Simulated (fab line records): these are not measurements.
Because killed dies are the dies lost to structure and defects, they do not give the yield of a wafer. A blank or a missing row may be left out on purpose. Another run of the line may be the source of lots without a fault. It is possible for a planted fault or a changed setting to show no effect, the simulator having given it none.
Code-filled problem report in 8D (eight disciplines) form + flow sky130 + the parts of the form that need people (team, actions taken, sign-off) are left out

== 1. THE PROBLEM ==
VT_ADJUST_LVTN_TW at SKY_VT_ADJUST_LVTN_TW_MEAS_10 reads a mean of 30.4 on 3 wafers of 1 lot; wafers without a fault read 243.2 with a standard deviation of 1.6. So: -99 or more standard deviations from the usual mean.
Earliest sighting: wafer L456.2 on film_metro-04 at day 9 05:20. The record holds 39 wafers of 13 lots with a number at this step. Rule for "out" (also "out of limits"): further than 4 standard deviations from the usual mean. All remaining wafers that have a number are taken as sound.

== 2. WHAT IT IS AND WHAT IT IS NOT ==
| question                    | is                     | is not                                                                                             |
|-----------------------------|------------------------|----------------------------------------------------------------------------------------------------|
| which readings at this step | VT_ADJUST_LVTN_TW      | -                                                                                                  |
| which lots                  | L456                   | L448, L449, L451, L452, L454, L455, L460, L466, L467, L468, L469, L470                             |
| which wafers of those lots  | all that have a number | -                                                                                                  |
| read on which gauges        | film_metro-04          | film_metro-01, film_metro-02                                                                       |
| when                        | from day 9 05:20       | up to then (18 sound wafers); but 18 sound wafers of L460, L466, L467, L468, L469, L470 came after |

== 3. THE SUSPECTS, EACH WITH WHAT RULES IT OUT ==
Counting: any tool at a process step up to the reading is kept as a suspect provided that every lot that is out went through it and no sound lot did after the first of them.
- ruled out: the gauge at SKY_VT_ADJUST_LVTN_TW_MEAS_10. All the wafers that are out were read on film_metro-04, but those of them that SKY_VT_ADJUST_HVTP_STRIP_10 has rows for are out there too, on other tools.
- plasma_asher-04 at SKY_VT_ADJUST_HVTP_STRIP_10 (strips in O2/N2): ruled out as a lasting fault. Following L456 (day 8 07:57), the first lot on it that is out, the sound lots L468 were run on it.
- plasma_asher-03 at SKY_VT_ADJUST_LVTN_STRIP_09 (strips in O2/N2): ruled out as a lasting fault. Following L456 (day 9 05:13), the first lot on it that is out, the sound lots L469, L470 were run on it.
Left after counting: nothing in the record.

== 4. THE CAUSE (what the simulator had put in) ==
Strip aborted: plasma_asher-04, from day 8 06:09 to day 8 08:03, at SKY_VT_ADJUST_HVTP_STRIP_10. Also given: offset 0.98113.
Counting ruled it out, wrongly: the rule takes a fault to strike every lot that its tool runs from its start on, and this one did not.

== 5. THE EFFECT CHAIN, in route order ==
One row per reading whose mean, taken over the struck wafers that have a number, lies over 3 standard deviations from the usual. Readings are gone through only where the record gives a usual standard deviation; hours: the median, over the lots, of the time from a lot's start at the first step in this table giving one to that lot's start at this step; sigmas: the change measured in usual standard deviations.
| hours | step                          | reading                  | usual        | on struck wafers | change | sigmas      |
|-------|-------------------------------|--------------------------|--------------|------------------|--------|-------------|
| 0     | SKY_VT_ADJUST_HVTP_STRIP_10   | chamber_pressure_mTorr   | 1500.2 mTorr | 1505.6           | +5.4   | +4.1        |
| 0     | SKY_VT_ADJUST_HVTP_STRIP_10   | oes_product_au           | 0.715 a.u.   | 0.902            | +0.187 | +43         |
| 21    | SKY_VT_ADJUST_LVTN_STRIP_09   | strip_time_to_endpoint_s | 36.96 s      | 49.92            | +12.96 | +99 or more |
| 21    | SKY_VT_ADJUST_LVTN_TW_MEAS_10 | VT_ADJUST_LVTN_TW        | 243.2        | 30.4             | -212.8 | -99 or more |
Process steps it contains:
- SKY_VT_ADJUST_HVTP_STRIP_10: strips in O2/N2.
- SKY_VT_ADJUST_LVTN_STRIP_09: strips in O2/N2.
Readings that are blank on the struck wafers while sound wafers have them: strip_time_to_endpoint_s at SKY_VT_ADJUST_HVTP_STRIP_10.
At these later measuring or inspecting steps, every struck wafer for which the step has a row has a number for every such reading, and none has moved that far: SKY_SD_P_CD_MEAS_07.

== 6. WHAT WOULD HAVE CAUGHT IT SOONER ==
The first out-of-limits reading at a measuring or inspecting step in this record came at day 9 05:20, 23 hours after the fault's start at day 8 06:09.
At SKY_VT_ADJUST_HVTP_STRIP_10, the tool's own readings (oes_product_au) were out on each struck wafer the step has a row for, so an alarm limit on them would have fired on the first such wafer.
